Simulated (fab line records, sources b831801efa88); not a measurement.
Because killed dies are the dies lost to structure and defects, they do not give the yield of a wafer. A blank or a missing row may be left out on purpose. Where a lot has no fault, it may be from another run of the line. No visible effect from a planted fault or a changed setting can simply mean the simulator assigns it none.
Which tool is to blame? | flow gf180mcu | 12 lots with 36 wafers sampled at 5 steps, on a route of 602 steps

== WHAT THE GAUGES SHOWED, per wafer ==
GF_HV_LDD_CD_MEAS_19: the cd target is 400 nm. Usual: cd_nm at 400.6 nm, with a standard deviation of 2.1.
lot  | measured     | on        | cd_nm (nm)        | flag
L389 | day 11 01:50 | cd_sem-01 | 405.3 404.6 404.4 |
L390 | day 11 10:44 | cd_sem-01 | 397.9 400.8 398.8 |
L392 | day 11 22:31 | cd_sem-01 | 401.9 403.1 403.2 |
L393 | day 12 09:36 | cd_sem-02 | 403.3 401.3 403.1 |
L398 | day 13 21:49 | cd_sem-02 | 400.7 401.1 401.9 |
L400 | day 14 11:17 | cd_sem-02 | 399.3 398.3 401.4 |
L401 | day 14 21:33 | cd_sem-01 | 400.3 401.6 400.2 |
L403 | day 15 21:35 | cd_sem-01 | 402.1 398.4 400.7 |
L404 | day 16 05:37 | cd_sem-02 | 401.0 397.6 398.4 |
L407 | day 16 19:11 | cd_sem-02 | 398.9 398.8 399.7 |
L408 | day 17 04:02 | cd_sem-02 | 402.4 402.1 400.5 |
L409 | day 17 12:28 | cd_sem-02 | 398.1 398.4 396.6 |

GF_HV_LDD_TW_MEAS_38. Usual: HV_LDD_3_TW gives 1429 (standard deviation 12).
lot  | measured     | on            | HV_LDD_3_TW    | flag
L389 | day 11 21:38 | film_metro-04 | 1439 1434 1437 |
L390 | day 12 06:45 | film_metro-02 | 1420 1422 1414 |
L392 | day 12 18:32 | film_metro-02 | 1418 1413 1412 |
L393 | day 13 06:12 | film_metro-02 | 1411 1414 1418 |
L398 | day 14 19:29 | film_metro-02 | 1416 1423 1415 |
L400 | day 15 09:43 | film_metro-04 | 1343 1344 1334 | OFF
L401 | day 15 19:48 | film_metro-04 | 1338 1340 1338 | OFF
L403 | day 16 20:41 | film_metro-04 | 1429 1432 1438 |
L404 | day 17 05:40 | film_metro-04 | 1432 1437 1436 |
L407 | day 17 18:28 | film_metro-04 | 1429 1436 1424 |
L408 | day 18 03:59 | film_metro-04 | 1431 1438 1431 |
L409 | day 18 13:05 | film_metro-01 | 1429 1428 1421 |

GF_HV_LDD_RS_MEAS_53: uses a four-point probe to measure. Usual: HV_LDD_RS gives 418.8 ohm/sq (standard deviation 1.1).
lot  | measured     | on            | HV_LDD_RS (ohm/sq) | flag
L389 | day 12 17:10 | film_metro-04 | 416.7 418.4 418.3  |
L390 | day 13 01:19 | film_metro-04 | 418.3 418.8 419.6  |
L392 | day 13 13:25 | film_metro-04 | 419.4 419.8 418.5  |
L393 | day 14 02:56 | film_metro-02 | 418.3 418.6 418.9  |
L398 | day 15 17:06 | film_metro-01 | 416.6 417.3 417.8  |
L400 | day 16 07:42 | film_metro-02 | 437.1 435.6 436.0  | OFF
L401 | day 16 18:13 | film_metro-02 | 436.3 437.5 438.2  | OFF
L403 | day 17 19:25 | film_metro-02 | 418.8 418.9 417.4  |
L404 | day 18 05:12 | film_metro-04 | 419.4 419.8 419.8  |
L407 | day 18 18:37 | film_metro-04 | 420.4 421.1 421.8  |
L408 | day 19 04:24 | film_metro-04 | 419.7 418.9 418.6  |
L409 | day 19 14:18 | film_metro-01 | 416.8 417.9 417.0  |

GF_HV_LDD_THK_MEAS_55. Usual: HV_LDD_CVD_54_THK gives 10.02 nm (standard deviation 0.13).
lot  | measured     | on            | HV_LDD_CVD_54_THK (nm) | flag
L389 | day 12 18:18 | film_metro-04 | 10.10 10.01 10.07      |
L390 | day 13 02:56 | film_metro-04 | 9.90 10.12 9.96        |
L392 | day 13 14:34 | film_metro-04 | 10.21 10.09 10.21      |
L393 | day 14 04:04 | film_metro-02 | 10.05 9.98 10.26       |
L398 | day 15 18:15 | film_metro-04 | 9.98 9.91 10.03        |
L400 | day 16 08:49 | film_metro-04 | 10.17 10.19 10.15      |
L401 | day 16 20:01 | film_metro-01 | 9.93 9.93 9.97         |
L403 | day 17 20:33 | film_metro-04 | 9.74 9.90 9.75         |
L404 | day 18 06:35 | film_metro-01 | 9.99 10.08 9.96        |
L407 | day 18 19:45 | film_metro-02 | 10.22 10.23 10.19      |
L408 | day 19 05:32 | film_metro-02 | 10.35 10.10 9.97       |
L409 | day 19 15:26 | film_metro-02 | 9.86 9.88 9.97         |

== TOOL THAT RAN EACH LOT (tool first, then ch and the chambers of the sampled wafers, then the start) ==
lot  | GF_HV_LDD_IMPLANT_33
L389 | implanter-03 ch 0, day 11 20:57
L390 | implanter-01 ch 0, day 12 06:06
L392 | implanter-03 ch 0, day 12 17:50
L393 | implanter-04 ch 0, day 13 05:30
L398 | implanter-01 ch 0, day 14 18:47
L400 | implanter-03 ch 0, day 15 09:03
L401 | implanter-03 ch 0, day 15 19:06
L403 | implanter-04 ch 0, day 16 20:00
L404 | implanter-04 ch 0, day 17 04:59
L407 | implanter-01 ch 0, day 17 17:47
L408 | implanter-03 ch 0, day 18 03:18
L409 | implanter-04 ch 0, day 18 12:23
- GF_HV_LDD_IMPLANT_33

== WHAT THE TOOLS THEMSELVES READ (means of the sampled wafers that have a number; where no wafer has one, the mark that the record gives instead) ==
GF_HV_LDD_IMPLANT_33. Usual: dose_ions_cm2 7.501e+12, standard deviation 8.4e+09; faraday_current_uA 42.2, standard deviation 0.78.
lot  | tool         | dose_ions_cm2 | faraday_current_uA | flag
L389 | implanter-03 | 7.496e+12     | 41.6               |
L390 | implanter-01 | 7.515e+12     | 42.8               |
L392 | implanter-03 | 7.508e+12     | 42.5               |
L393 | implanter-04 | 7.496e+12     | 42.4               |
L398 | implanter-01 | 7.499e+12     | 41.6               |
L400 | implanter-03 | 9.127e+11     | 5.1                | OFF
L401 | implanter-03 | 9.210e+11     | 5.1                | OFF
L403 | implanter-04 | 7.486e+12     | 42.3               |
L404 | implanter-04 | 7.503e+12     | 42.6               |
L407 | implanter-01 | 7.510e+12     | 42.4               |
L408 | implanter-03 | 7.502e+12     | 42.1               |
L409 | implanter-04 | 7.498e+12     | 42.5               |

== THE ANSWER, worked out from the rows above alone ==
Rule: lot off if the mean of its wafers having a number is beyond 3 standard deviations from the usual mean. Also off: a lot with no number at a reading for which 4 or more lots have one. The other lots that the step has rows for count as sound. The gauges are gone through in route order, then the tools' own readings, and for those a lot's mean is taken as printed above. At the first step where some lot is off, the reading lying furthest off is the one used; lots without a number count as furthest.
Off: L400, L401, at GF_HV_LDD_TW_MEAS_38 (HV_LDD_3_TW).
A tool fits if, at a process step before that reading, it ran every lot that is off, and no sound lot after the first of them. Not tried: the gauges at GF_HV_LDD_TW_MEAS_38; whatever is off there is also off at GF_HV_LDD_RS_MEAS_53, on other tools, and gauge error can't account for it. No candidate that was tried fits.

== WHAT THE SIMULATOR PUT IN ==
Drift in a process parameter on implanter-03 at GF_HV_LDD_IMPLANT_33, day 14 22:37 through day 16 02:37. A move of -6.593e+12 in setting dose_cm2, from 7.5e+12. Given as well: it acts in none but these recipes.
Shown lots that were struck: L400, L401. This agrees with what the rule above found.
